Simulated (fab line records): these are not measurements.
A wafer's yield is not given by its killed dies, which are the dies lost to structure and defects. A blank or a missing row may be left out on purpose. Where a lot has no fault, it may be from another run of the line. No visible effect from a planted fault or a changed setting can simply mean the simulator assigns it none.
A lot that was struck, set against a sound lot :: flow sky130 :: 36 out of 708 route steps
Sound: these wafers, L579.3, L579.4, L579.5. The struck wafers were L569.1, L569.5, L569.6. At the end, the cause is stated.
At each step with rows: each side's tool, then ch and its chambers, then its first start. Under that, the readings that differ: sound wafers :: struck wafers :: difference of the means :: sigmas: that difference in standard deviations of wafers without a fault.
alike: same words and numbers on both sides, and readings whose means sit less than 2 such deviations apart. not compared: any withheld reading, any reading some wafer has no value for, any bound like >300 that may hide the same value, and any number with overlapping values for which the record gives no deviation.
The two part at a step that has a row with sigmas, a row that says differs or no value, or rows on one side only. Numbers that have no deviation but don't overlap get no sigmas and don't part them. A reading that every wafer of one side lacks parts them only if that side has two wafers or more.

first, 10 steps without rows for these wafers: SKY_GATE_OXIDE_HMDS_04 (prime time 60 s); SKY_GATE_OXIDE_COAT_05 (resist thk 1140 nm); SKY_GATE_OXIDE_SOFTBAKE_06 (time 60 s); SKY_GATE_OXIDE_EXPOSE_07 (exposes mask LVOM, target cd 600 nm); SKY_GATE_OXIDE_PEB_08; SKY_GATE_OXIDE_DEVELOP_09 (develop time 60 s); SKY_GATE_OXIDE_IMPLANT_11; SKY_GATE_OXIDE_WET_ETCH_12 (etches SiO2 in dHF, target depth 16.8 nm, time 336 s); SKY_GATE_OXIDE_STRIP_13 (strips in O2/N2); SKY_GATE_OXIDE_CLEAN_15 (cleans in SC1/SC2, time 150 s).
SKY_GATE_OXIDE_OXIDATION_16: stabilise 600 s, purge 300 s, target thk 3.57 nm.
  sound on furnace-02 ch 0, day 18 22:35; struck on furnace-01 ch 0, day 15 18:44
reading: model.SiO2_of_GATE_OXIDE_OXIDATION_01.thkNm (nm)
sound: 11.3 11.35 11.28
struck: 13.13 13 12.91
difference: +1.70
sigmas: 
  alike: spikeTcCentreC
then, 24 steps without rows for these wafers: SKY_POLY_GATE_CVD_00 (deposits poly-Si, target thk 180 nm, time 720 s); SKY_RES_PROTECT_DEHYDRATE_00 (time 60 s); SKY_RES_PROTECT_HMDS_01 (prime time 60 s); SKY_RES_PROTECT_COAT_02 (resist thk 1140 nm); SKY_RES_PROTECT_SOFTBAKE_03 (time 60 s); SKY_RES_PROTECT_EXPOSE_04 (exposes mask RPM, target cd 1270 nm); SKY_RES_PROTECT_PEB_05; SKY_RES_PROTECT_DEVELOP_06 (develop time 60 s); SKY_POLY_GATE_IMPLANT_02; SKY_RES_PROTECT_STRIP_07 (strips in O2/N2); SKY_RES_PROTECT_CLEAN_09 (cleans in SC1/SC2, time 150 s); SKY_POLY_GATE_CVD_03 (deposits Si3N4 from DCS/NH3, target thk 75 nm, time 1290 s); SKY_POLY_GATE_DEHYDRATE_05 (time 60 s); SKY_POLY_GATE_HMDS_06 (prime time 60 s); SKY_POLY_GATE_COAT_07 (resist thk 110 nm); SKY_POLY_GATE_COAT_08 (resist thk 450 nm); SKY_POLY_GATE_SOFTBAKE_09 (time 90 s); SKY_POLY_GATE_EXPOSE_10 (exposes mask P1M, target cd 150 nm); SKY_POLY_GATE_PEB_11; SKY_POLY_GATE_DEVELOP_12 (develop time 60 s); SKY_POLY_GATE_ETCH_15 (etches BARC in N2/H2, stops on SiO2, time 118.5 s, target depth 110 nm); SKY_POLY_GATE_ETCH_16 (etches Si3N4 in CH3F/O2, stops on poly-Si, time 147.5 s, target depth 75 nm); SKY_POLY_GATE_ETCH_17 (etches poly-Si in HBr/Cl2, stops on SiO2, target depth 180 nm, time 70.5 s); SKY_POLY_GATE_STRIP_18 (strips in O2/N2).
-- record jumps: 32 days separate the struck wafers' starts on either side; left off in module POLY_GATE, taken up again in module PAD_OPEN, whose first shown step is the route's number 708 --
SKY_PAD_OPEN_PROBE_99:
  sound on prober-01 at day 49 11:51; struck on prober-01 at day 47 10:42
reading: hold
sound: - - -
struck: awaitDispo/0.8h/scrap awaitDispo/0.8h/scrap awaitDispo/0.8h/scrap
difference: no value on the sound wafers
sigmas: 

reading: model.etest.nfet_16v.rOnOhmUm
sound: 1.408e+04 1.4e+04 1.41e+04
struck: 1.491e+04 1.474e+04 1.465e+04
difference: +7.067e+02
sigmas: 

reading: model.etest.pfet_01v8.rOnOhmUm
sound: 2830 2859 2799
struck: 3473 3439 3419
difference: +614
sigmas: 

reading: model.etest.pfet_16v.rOnOhmUm
sound: 1.518e+04 1.531e+04 1.507e+04
struck: 1.603e+04 1.598e+04 1.597e+04
difference: +8.067e+02
sigmas: 

reading: model.etest.tipSonos.rsOhmSq
sound: 2630 2604 2593
struck: 3141 3109 3075
difference: +499
sigmas: 

reading: model.etest.pfetG5v0d10v5.rOnOhmUm
sound: 4678 4688 4640
struck: 5152 5084 5065
difference: +432
sigmas: 

reading: model.etest.nfet_01v8.rOnOhmUm
sound: 837.4 848.1 827.3
struck: 1177 1177 1199
difference: +347
sigmas: 

reading: model.etest.tipP.rsOhmSq
sound: 6798 6738 6712
struck: 7078 7066 7068
difference: +321
sigmas: 

reading: model.etest.nfet_01v8_lvt.driveUaUm
sound: 577.2 574.2 579.2
struck: 379.2 372.7 374.2
difference: -201.5
sigmas: 
  alike: killed_at_M0_to_M3, killed_at_M4_up, killedAtContacts, killedAtFrontEnd, killedAtOther, killedDies, killedOpen, killedShort

WHERE THEY PART
SKY_PAD_OPEN_PROBE_99 only, going by this record.

WHY: whatever the simulator had introduced
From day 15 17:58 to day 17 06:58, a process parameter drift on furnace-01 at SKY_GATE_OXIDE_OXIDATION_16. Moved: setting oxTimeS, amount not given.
